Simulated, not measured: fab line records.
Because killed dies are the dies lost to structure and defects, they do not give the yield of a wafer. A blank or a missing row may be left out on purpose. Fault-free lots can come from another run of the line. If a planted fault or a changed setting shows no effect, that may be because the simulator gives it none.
fab line records ; flow sky130
record lots=12; wafers=36; last-day=49
route steps=708 shown FIELD_ISO@26 PWDE@55 SONOS_ONO@185 LDD_P@259 PAD_OPEN@708
lots that met no fault: taken from a fault-free run of the same line
start-h: the number of hours between the record's first day and the start of the first shown wafer of the lot ; wait-h: time in hours since the lot's previous step ; " repeats the value in the row above ; L1.1+2: a single row standing in for several wafers ; - either no value or no given start ; * or withheld: withheld ; < > ~ a bound
route shown NAME@n: names a module that has steps shown in the file, with the first one's number in the route ; usual: mean and standard deviation over wafers with no fault ; same: alike in all rows ; chamber/n: place in a boat ; sites: readings site by site ; _std_site: standard deviation of those values ; _edge_site: inner sites' mean taken away from outer sites' mean ; radius-mm: how far each site lies from the wafer's centre ; mask NAME#n: copy n ; behind: the last tool/chamber to shape the wafer ; hold: cause of the lot's hold/its duration in hours/its outcome ; device: the transistor (n, p or np) that didn't switch ; end of line: tests of these same wafers at the route's end ; a step with no rows: only its recipe ; killed: the dies lost at the first sort to structure and to defects; this is not the yield of the wafer ; map: shows each die of a wafer: x if killed, . if not, _ if none is there
set.NAME: the setting the step ran with; set.NAME@STEP: the setting that earlier step ran with ; model.NAME: the simulator's own value behind a step, which no gauge read
one table for each step of the route and one row for each wafer, over a sample of lots
services: the hour from which a tool's chamber was out of use, counted from the record's first day as start-h (under 0 if before that day), plus the number of hours and why
## steps
# step SKY_FIELD_ISO_THK_MEAS_25
# recipe reads=SiO2_of_FIELD_ISO_CVD_24
# usual FIELD_ISO_CVD_24_THK=595/6.2
lot.wafer;tool;chamber;start-h;wait-h;FIELD_ISO_CVD_24_THK[nm]
L151.3;film-metro-02;-;42.86;0.1;592
L151.4;film-metro-02;-;42.86;0.1;590
L151.6;film-metro-02;-;42.86;0.1;589
L152.1;film-metro-02;-;46.86;0.0;596
L152.2;film-metro-02;-;46.86;0.0;589
L152.3;film-metro-02;-;46.86;0.0;594
L153.1;film-metro-03;-;53.82;0.0;588
L153.2;film-metro-03;-;53.82;0.0;595
L153.4;film-metro-03;-;53.82;0.0;587
L154.2;film-metro-01;-;60.51;0.0;595
L154.3;film-metro-01;-;60.51;0.0;595
L154.6;film-metro-01;-;60.51;0.0;595
L156.1;film-metro-01;-;68.72;0.0;601
L156.2;film-metro-01;-;68.72;0.0;604
L156.6;film-metro-01;-;68.72;0.0;599
L157.1;film-metro-01;-;76.57;0.0;592
L157.3;film-metro-01;-;76.57;0.0;592
L157.6;film-metro-01;-;76.57;0.0;592
L158.2;film-metro-03;-;77.76;0.0;591
L158.3;film-metro-03;-;77.76;0.0;598
L158.6;film-metro-03;-;77.76;0.0;590
L159.1;film-metro-02;-;82.22;0.0;598
L159.3;film-metro-02;-;82.22;0.0;601
L159.6;film-metro-02;-;82.22;0.0;592
L160.1;film-metro-02;-;90.25;0.0;603
L160.2;film-metro-02;-;90.25;0.0;599
L160.6;film-metro-02;-;90.25;0.0;598
L161.1;film-metro-01;-;94.47;0.0;595
L161.3;film-metro-01;-;94.47;0.0;602
L161.5;film-metro-01;-;94.47;0.0;599
L162.3;film-metro-03;-;98.52;0.1;596
L162.5;film-metro-03;-;98.52;0.1;588
L162.6;film-metro-03;-;98.52;0.1;592
L169.1;film-metro-01;-;134.25;0.0;593
L169.4;film-metro-01;-;134.25;0.0;604
L169.6;film-metro-01;-;134.25;0.0;599
# step SKY_PWDE_TW_MEAS_10
# usual PWDE_TW=374.2/2.4
lot.wafer;tool;chamber;start-h;wait-h;PWDE_TW
L151.3;film-metro-04;-;83.13;0.1;375.9
L151.4;film-metro-04;-;83.13;0.1;376.0
L151.6;film-metro-04;-;83.13;0.1;375.2
L152.1;film-metro-03;-;87.21;0.1;371.1
L152.2;film-metro-03;-;87.21;0.1;372.6
L152.3;film-metro-03;-;87.21;0.1;371.9
L153.1;film-metro-01;-;91.36;0.1;371.7
L153.2;film-metro-01;-;91.36;0.1;371.0
L153.4;film-metro-01;-;91.36;0.1;369.6
L154.2;film-metro-03;-;98.20;0.1;372.4
L154.3;film-metro-03;-;98.20;0.1;374.0
L154.6;film-metro-03;-;98.20;0.1;373.8
L156.1;film-metro-04;-;108.79;0.1;376.7
L156.2;film-metro-04;-;108.79;0.1;378.0
L156.6;film-metro-04;-;108.79;0.1;377.9
L157.1;film-metro-01;-;116.88;0.2;370.4
L157.3;film-metro-01;-;116.88;0.2;369.9
L157.6;film-metro-01;-;116.88;0.2;370.3
L158.2;film-metro-03;-;119.22;0.1;373.8
L158.3;film-metro-03;-;119.22;0.1;376.2
L158.6;film-metro-03;-;119.22;0.1;375.4
L159.1;film-metro-03;-;121.19;0.1;372.0
L159.3;film-metro-03;-;121.19;0.1;375.1
L159.6;film-metro-03;-;121.19;0.1;373.2
L160.1;film-metro-03;-;131.09;0.1;371.8
L160.2;film-metro-03;-;131.09;0.1;373.8
L160.6;film-metro-03;-;131.09;0.1;374.0
L161.1;film-metro-03;-;135.01;0.1;373.3
L161.3;film-metro-03;-;135.01;0.1;374.8
L161.5;film-metro-03;-;135.01;0.1;374.6
L162.3;film-metro-03;-;139.88;0.1;373.7
L162.5;film-metro-03;-;139.88;0.1;374.3
L162.6;film-metro-03;-;139.88;0.1;374.6
L169.1;film-metro-03;-;180.76;0.1;375.1
L169.4;film-metro-03;-;180.76;0.1;377.2
L169.6;film-metro-03;-;180.76;0.1;375.9
# step SKY_SONOS_ONO_STRIP_17
# recipe chemistry=O2/N2; power-w=1400; pressure-mtorr=1500; platen-temp-c=withheld; o2-flow-sccm=3000; n2-flow-sccm=300; overash-fraction=0.5
# usual chamber-pressure-mTorr=1499.7/1.3; drypump-motor-current-A=5.8/0.51; oes-product-au=0.710/0.0045; strip-time-to-endpoint-s=14.09/0.036
lot.wafer;tool;chamber;start-h;wait-h;chamber-pressure-mTorr;drypump-motor-current-A;oes-product-au;rf-hours-counter-h;strip-time-to-endpoint-s
L151.3;plasma-asher-04;1;300.24;0.0;1499.1;5.2;0.706;-;14.12
L151.4;plasma-asher-04;0;300.24;0.0;1500.4;6.2;0.718;-;14.16
L151.6;plasma-asher-04;0;300.24;0.0;1499.7;6.1;0.710;-;14.16
L152.1;plasma-asher-04;0;304.84;0.0;1499.2;6.2;0.711;65;14.09
L152.2;plasma-asher-04;1;304.84;0.0;1500.8;5.1;0.709;65;14.11
L152.3;plasma-asher-04;1;304.84;0.0;1497.0;5.1;0.715;-;14.13
L153.1;plasma-asher-04;1;308.06;0.0;1501.6;5.1;0.708;66;14.11
L153.2;plasma-asher-04;0;308.06;0.0;1499.2;6.2;0.706;66;14.08
L153.4;plasma-asher-04;1;308.06;0.0;1498.6;5.2;0.713;-;14.09
L154.2;plasma-asher-01;0;318.38;0.0;1500.2;5.5;0.717;21;14.09
L154.3;plasma-asher-01;0;318.38;0.0;1499.7;5.5;0.715;-;14.11
L154.6;plasma-asher-01;0;318.38;0.0;1501.8;5.5;0.702;-;14.13
L156.1;plasma-asher-04;0;334.72;0.0;1499.7;6.2;0.716;68;14.05
L156.2;plasma-asher-04;1;334.72;0.0;1501.1;5.1;0.706;68;14.02
L156.6;plasma-asher-04;1;334.72;0.0;1500.1;5.1;0.705;-;14.05
L157.1;plasma-asher-04;1;346.54;0.0;1501.9;5.1;0.709;70;14.05
L157.3;plasma-asher-04;1;346.54;0.0;1498.6;5.1;0.708;-;14.08
L157.6;plasma-asher-04;1;346.54;0.0;1498.8;5.1;0.716;-;14.11
L158.2;plasma-asher-04;0;351.48;0.0;1499.6;6.1;0.708;70;14.09
L158.3;plasma-asher-04;0;351.48;0.0;1502.4;6.2;0.712;-;14.11
L158.6;plasma-asher-04;1;351.48;0.0;1500.6;5.1;0.711;-;14.11
L159.1;plasma-asher-03;1;351.56;0.0;1499.6;6.5;0.712;45;14.09
L159.3;plasma-asher-03;1;351.56;0.0;1499.8;6.5;0.709;-;14.01
L159.6;plasma-asher-03;1;351.56;0.0;1498.6;6.5;0.713;-;14.05
L160.1;plasma-asher-01;0;364.56;0.0;1499.1;5.5;0.708;25;14.04
L160.2;plasma-asher-01;1;364.56;0.0;1501.1;6.4;0.705;25;14.11
L160.6;plasma-asher-01;0;364.56;0.0;1500.6;5.5;0.710;-;14.10
L161.1;plasma-asher-01;0;369.27;0.0;1499.7;5.5;0.714;26;14.06
L161.3;plasma-asher-01;1;369.27;0.0;1498.6;6.4;0.713;-;14.10
L161.5;plasma-asher-01;1;369.27;0.0;1500.8;6.3;0.713;-;14.04
L162.3;plasma-asher-01;0;382.97;0.0;1499.9;5.5;0.712;-;14.09
L162.5;plasma-asher-01;0;382.97;0.0;1499.1;5.5;0.709;-;14.10
L162.6;plasma-asher-01;1;382.97;0.0;1500.9;6.4;0.712;-;14.10
L169.1;plasma-asher-03;1;442.06;0.0;1500.0;6.5;0.712;54;14.09
L169.4;plasma-asher-03;1;442.06;0.0;1499.3;6.5;0.706;-;14.06
L169.6;plasma-asher-03;0;442.06;0.0;1501.0;5.5;0.708;-;14.04
# step SKY_LDD_P_EXPOSE_04
# recipe mask-id=PSDM; na=0.6; source-shape=conventional; sigma-outer=0.6; polarization=unpolarized; target-cd-nm=380; dose-mj=138
# usual exposure-dose-mJ-cm2=137.90/0.15
lot.wafer;tool;chamber;start-h;wait-h;mask;exposure-dose-mJ-cm2
L151.3;iline-stepper-01;0;439.69;-;PSDM#0;137.89
L151.4;iline-stepper-01;0;439.69;-;PSDM#0;137.88
L151.6;iline-stepper-01;0;439.69;-;PSDM#0;137.86
L152.1;iline-stepper-02;0;441.32;-;PSDM#0;138.11
L152.2;iline-stepper-02;0;441.32;-;PSDM#0;138.02
L152.3;iline-stepper-02;0;441.32;-;PSDM#0;138.04
L153.1;iline-stepper-01;0;446.26;-;PSDM#0;137.60
L153.2;iline-stepper-01;0;446.26;-;PSDM#0;137.70
L153.4;iline-stepper-01;0;446.26;-;PSDM#0;137.68
L154.2;iline-stepper-01;0;461.29;-;PSDM#0;137.90
L154.3;iline-stepper-01;0;461.29;-;PSDM#0;138.06
L154.6;iline-stepper-01;0;461.29;-;PSDM#0;137.73
L156.1;iline-stepper-02;0;481.36;-;PSDM#0;137.95
L156.2;iline-stepper-02;0;481.36;-;PSDM#0;138.01
L156.6;iline-stepper-02;0;481.36;-;PSDM#0;138.14
L157.1;iline-stepper-01;0;493.21;-;PSDM#0;137.79
L157.3;iline-stepper-01;0;493.21;-;PSDM#0;137.96
L157.6;iline-stepper-01;0;493.21;-;PSDM#0;137.90
L158.2;iline-stepper-02;0;496.90;-;PSDM#0;138.02
L158.3;iline-stepper-02;0;496.90;-;PSDM#0;138.21
L158.6;iline-stepper-02;0;496.90;-;PSDM#0;137.96
L159.1;iline-stepper-02;0;500.03;-;PSDM#0;137.64
L159.3;iline-stepper-02;0;500.03;-;PSDM#0;137.87
L159.6;iline-stepper-02;0;500.03;-;PSDM#0;137.69
L160.1;iline-stepper-02;0;509.81;-;PSDM#0;138.10
L160.2;iline-stepper-02;0;509.81;-;PSDM#0;138.16
L160.6;iline-stepper-02;0;509.81;-;PSDM#0;138.28
L161.1;iline-stepper-02;0;515.81;-;PSDM#0;137.89
L161.3;iline-stepper-02;0;515.81;-;PSDM#0;137.86
L161.5;iline-stepper-02;0;515.81;-;PSDM#0;137.85
L162.3;iline-stepper-02;0;531.77;-;PSDM#0;137.87
L162.5;iline-stepper-02;0;531.77;-;PSDM#0;137.83
L162.6;iline-stepper-02;0;531.77;-;PSDM#0;137.82
L169.1;iline-stepper-01;0;588.83;-;PSDM#0;137.71
L169.4;iline-stepper-01;0;588.83;-;PSDM#0;137.76
L169.6;iline-stepper-01;0;588.83;-;PSDM#0;138.05
# step SKY_LDD_P_OVL_MEAS_08
# usual LDD_P_OVL=-0.1/1.6
lot.wafer;tool;chamber;start-h;wait-h;hold;LDD_P_OVL[nm]
L151.3;overlay-02;-;454.52;0.1;-;1.7
L151.4;overlay-02;-;454.52;0.1;-;1.7
L151.6;overlay-02;-;454.52;0.1;-;1.4
L152.1;overlay-02;-;456.11;0.1;-;0.2
L152.2;overlay-02;-;456.11;0.1;-;-0.9
L152.3;overlay-02;-;456.11;0.1;-;0.3
L153.1;overlay-02;-;461.20;0.1;-;-0.3
L153.2;overlay-02;-;461.20;0.1;-;-0.2
L153.4;overlay-02;-;461.20;0.1;-;0.4
L154.2;overlay-02;-;478.74;0.1;-;-0.3
L154.3;overlay-02;-;478.74;0.1;-;0.1
L154.6;overlay-02;-;478.74;0.1;-;-1.5
L156.1;overlay-01;-;496.75;0.1;-;-2.7
L156.2;overlay-01;-;496.75;0.1;-;-0.8
L156.6;overlay-01;-;496.75;0.1;-;-1.7
L157.1;overlay-02;-;508.90;0.1;-;-0.6
L157.3;overlay-02;-;508.90;0.1;-;0.1
L157.6;overlay-02;-;508.90;0.1;-;-0.1
L158.2;overlay-01;-;511.73;0.1;-;-0.5
L158.3;overlay-01;-;511.73;0.1;-;0.2
L158.6;overlay-01;-;511.73;0.1;-;-0.3
L159.1;overlay-02;-;514.89;0.1;-;-0.3
L159.3;overlay-02;-;514.89;0.1;-;-1.1
L159.6;overlay-02;-;514.89;0.1;-;-1.4
L160.1;overlay-02;-;524.85;0.1;await-dispo/0.2h/release;111.7
L160.2;overlay-02;-;524.85;0.1;await-dispo/0.2h/release;110.5
L160.6;overlay-02;-;524.85;0.1;await-dispo/0.2h/release;110.9
L160.1;overlay-02;-;525.07;0.2;-;112.5
L160.2;overlay-02;-;525.07;0.2;-;110.9
L160.6;overlay-02;-;525.07;0.2;-;111.3
L161.1;overlay-01;-;531.32;0.1;await-dispo/0.2h/release;114.1
L161.3;overlay-01;-;531.32;0.1;await-dispo/0.2h/release;113.1
L161.5;overlay-01;-;531.32;0.1;await-dispo/0.2h/release;114.1
L161.1;overlay-01;-;531.52;0.2;-;114.5
L161.3;overlay-01;-;531.52;0.2;-;113.2
L161.5;overlay-01;-;531.52;0.2;-;115.0
L162.3;overlay-02;-;546.01;0.1;await-dispo/0.2h/release;113.9
L162.5;overlay-02;-;546.01;0.1;await-dispo/0.2h/release;114.5
L162.6;overlay-02;-;546.01;0.1;await-dispo/0.2h/release;114.7
L162.3;overlay-02;-;546.21;0.2;-;114.4
L162.5;overlay-02;-;546.21;0.2;-;115.2
L162.6;overlay-02;-;546.21;0.2;-;115.5
L169.1;overlay-02;-;603.10;0.1;-;0.1
L169.4;overlay-02;-;603.10;0.1;-;0.1
L169.6;overlay-02;-;603.10;0.1;-;1.2
# step SKY_PAD_OPEN_PROBE_99
# usual defect-limited-yield=82.5/1.8; killed_at_M0_to_M3=43/5.9; killed_at_M4_up=3.3/1.9; killed-at-contacts=24/5.6; killed-at-front-end=15/4.1; killed-at-other=0.4/0.66; killed-dies=86/9; killed-open=47/6.9; killed-short=39/6.2; sort_bin_3_pad_short=0.9/0.45; sort_bin_5_function=10.3/1.4; sort_bin_6_memory=6.3/1.2; sort-n-pass=406/9; sort-yield-pct=82.5/1.8
# same gross-dies=492; killed-at-back-side=0; sort_bin_4_leakage[%]=0; sort_bin_8_speed[%]=0
lot.wafer;tool;chamber;start-h;wait-h;defect-limited-yield[%];killed_at_M0_to_M3;killed_at_M4_up;killed-at-contacts;killed-at-front-end;killed-at-other;killed-dies;killed-open;killed-short;sort_bin_3_pad_short[%];sort_bin_5_function[%];sort_bin_6_memory[%];sort-n-pass;sort-yield-pct[%]
L154.6;prober-02;-;1102.02;0.2;81.5;48;5;24;13;1;91;54;37;0.4;10.8;7.3;401;81.5
# killed by level:class
L154.6 VIA1:geometric-particle:open=17 CONTACT:geometric-particle:open=9 LI_CONTACT:geometric-particle:open=7 METAL1:geometric-particle:short=5 VIA1:geometric-particle:short=5 LI_CONTACT:geometric-particle:short=4 CONTACT:geometric-particle:short=4 VIA2:geometric-particle:open=4
## services
tool;chamber;start-h;hours;kind
iline-stepper-01;-;279.19;1.7;pm
iline-stepper-02;-;294.33;6.8;repair
iline-stepper-01;-;309.26;5.1;repair
iline-stepper-02;-;323.21;1.7;pm
iline-stepper-02;-;336.52;13.8;repair
plasma-asher-01;-;341.42;1.0;repair
iline-stepper-02;-;355.19;0.7;repair
iline-stepper-02;-;398.94;4.4;pm
iline-stepper-02;0;412.16;-;calibration
iline-stepper-01;-;420.26;2.8;repair
plasma-asher-04;-;421.25;9.0;pm
plasma-asher-04;0;421.25;9.0;vent-cycle
plasma-asher-04;1;421.25;9.0;vent-cycle
iline-stepper-01;-;429.05;0.8;pm
plasma-asher-04;0;430.25;-;clean
plasma-asher-03;-;444.06;14.6;pm
plasma-asher-03;-;480.51;2.8;pm
iline-stepper-01;-;497.31;1.7;pm
plasma-asher-04;-;500.80;1.5;repair
iline-stepper-01;-;534.86;8.5;repair
plasma-asher-04;-;543.02;10.0;pm
iline-stepper-02;-;543.32;1.7;pm
plasma-asher-03;-;569.85;1.9;repair
iline-stepper-02;-;587.28;19.3;repair
## key
first-sign step=SKY_LDD_P_OVL_MEAS_08; reading=visit; direction=added
effect step=SKY_LDD_P_OVL_MEAS_08; reading=LDD_P_OVL; direction=up; sigmas=70; usual=-0.1; struck=113.1
met-at SKY_LDD_P_EXPOSE_04
struck-lots L160,L161,L162
scrapped-behind SKY_LDD_P_OVL_MEAS_08 L160.1,L160.2,L160.6,L161.1,L161.3,L161.5,L162.3,L162.5,L162.6
not-acting-at SKY_FIELD_ISO_THK_MEAS_25,SKY_PWDE_TW_MEAS_10,SKY_SONOS_ONO_STRIP_17
onset-between 500.03 509.81
fault kind=scanner-matching-overlay; tool=iline-stepper-02; chamber=-; onset-h=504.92; steps=SKY_LDD_P_EXPOSE_04; offset=115.07
